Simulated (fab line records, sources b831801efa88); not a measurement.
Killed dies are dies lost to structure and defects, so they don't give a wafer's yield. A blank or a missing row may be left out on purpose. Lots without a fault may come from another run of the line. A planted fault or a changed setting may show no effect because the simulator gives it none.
A struck lot beside a sound one | flow sky130 | 14 steps out of a route of 708
Sound: wafers L324.1, L324.3, L324.6. Struck: wafers L322.1, L322.2, L322.4. The cause comes at the end.
At each step with rows: each side's tool, then ch and its chambers, then its first start. Under that, the readings that differ: sound wafers | struck wafers | difference of the means | sigmas: that difference in standard deviations of wafers without a fault.
alike: readings whose means differ by less than 2 such deviations, and words and numbers that are the same on both sides. not compared: withheld readings, readings that some wafer has no value for, bounds like >300 that may hide the same value, and numbers for which the record gives no deviation and whose values overlap.
The two part at a step that has a row with sigmas, a row that says differs or no value, or rows on one side only. Numbers that don't overlap but have no deviation are shown without sigmas and don't part them. A reading that every wafer of one side lacks parts them only if that side has two wafers or more.

SKY_VIA3_ETCH_15: etches SiO2 in C4F8/O2/Ar, stops on TiN, target depth 507 nm, time 78 s.
  sound on rie_diel-03 ch 1,2, day 42 08:19; struck on rie_diel-03 ch 0,2,3, day 41 06:34
  alike: oes_product_au
  not compared: rf_hours_counter_h
SKY_VIA3_STRIP_16: strips in O2/N2.
  sound on plasma_asher-03 ch 1, day 42 08:22; struck on plasma_asher-04 ch 0,1, day 41 06:37
  alike: drypump_motor_current_A, o2_flow_sccm, oes_product_au, strip_time_to_endpoint_s
  not compared: rf_hours_counter_h
then, 3 steps without rows for these wafers: SKY_VIA3_STRIP_17 (strips in post etch residue remover, time 1200 s); SKY_VIA3_CLEAN_18 (cleans in IPA, time 180 s); SKY_VIA3_CLEAN_19 (cleans in O3/DIW).
SKY_VIA3_SPUTTER_20: material TiN, target thk 20 nm, time 80 s.
  sound on pvd_sputter-03, day 42 08:58; struck on pvd_sputter-02, day 41 07:15
  alike: cathode_dc_power_W, chamber_pressure_pa, throttle_valve_pct
then, 1 step without rows for these wafers: SKY_VIA3_CVD_21 (deposits W, target thk 390 nm, time 117.31 s).
SKY_VIA3_RS_MEAS_22: measures by four-point-probe.
  sound on film_metro-02, day 42 09:08; struck on film_metro-04, day 41 07:26
  alike: VIA3_W_RS
SKY_VIA3_THK_MEAS_23: measures by xrf.
  sound on film_metro-02, day 42 09:16; struck on film_metro-04, day 41 07:33
  alike: VIA3_W_THK
then, 1 step without rows for these wafers: SKY_VIA3_CMP_24 (polishes, stops on SiO2, t overpolish 20 s, target thk 0 nm).
SKY_METAL4_SPUTTER_00: material Ti, target thk 15 nm, time 10 s.
  sound on pvd_sputter-01, day 42 09:37; struck on pvd_sputter-01, day 41 08:43
  alike: cathode_dc_power_W, chamber_pressure_pa, throttle_valve_pct
then, 1 step without rows for these wafers: SKY_METAL4_SPUTTER_01 (material TiN, target thk 20 nm, time 16.7 s).
SKY_METAL4_SPUTTER_02: material AlCu, target thk 735 nm, time 39.1 s.
  sound on pvd_sputter-01, day 42 09:40; struck on pvd_sputter-01, day 41 08:46
  no value came back on the struck wafers for cathode_dc_power_W (W), chamber_pressure_pa (Pa), throttle_valve_pct (%); on the sound wafers cathode_dc_power_W (W) reads 10600 10601 10601
SKY_METAL4_SPUTTER_03: material Ti, target thk 5 nm, time 3.3 s.
  sound on pvd_sputter-01, day 42 09:43; struck on pvd_sputter-01, day 41 08:49
  alike: cathode_dc_power_W, chamber_pressure_pa, throttle_valve_pct

WHERE THEY PART
Only at SKY_METAL4_SPUTTER_02, within this record. Later steps at which nothing parts them and some readings are alike: SKY_METAL4_SPUTTER_03.

WHY: what the simulator had put in
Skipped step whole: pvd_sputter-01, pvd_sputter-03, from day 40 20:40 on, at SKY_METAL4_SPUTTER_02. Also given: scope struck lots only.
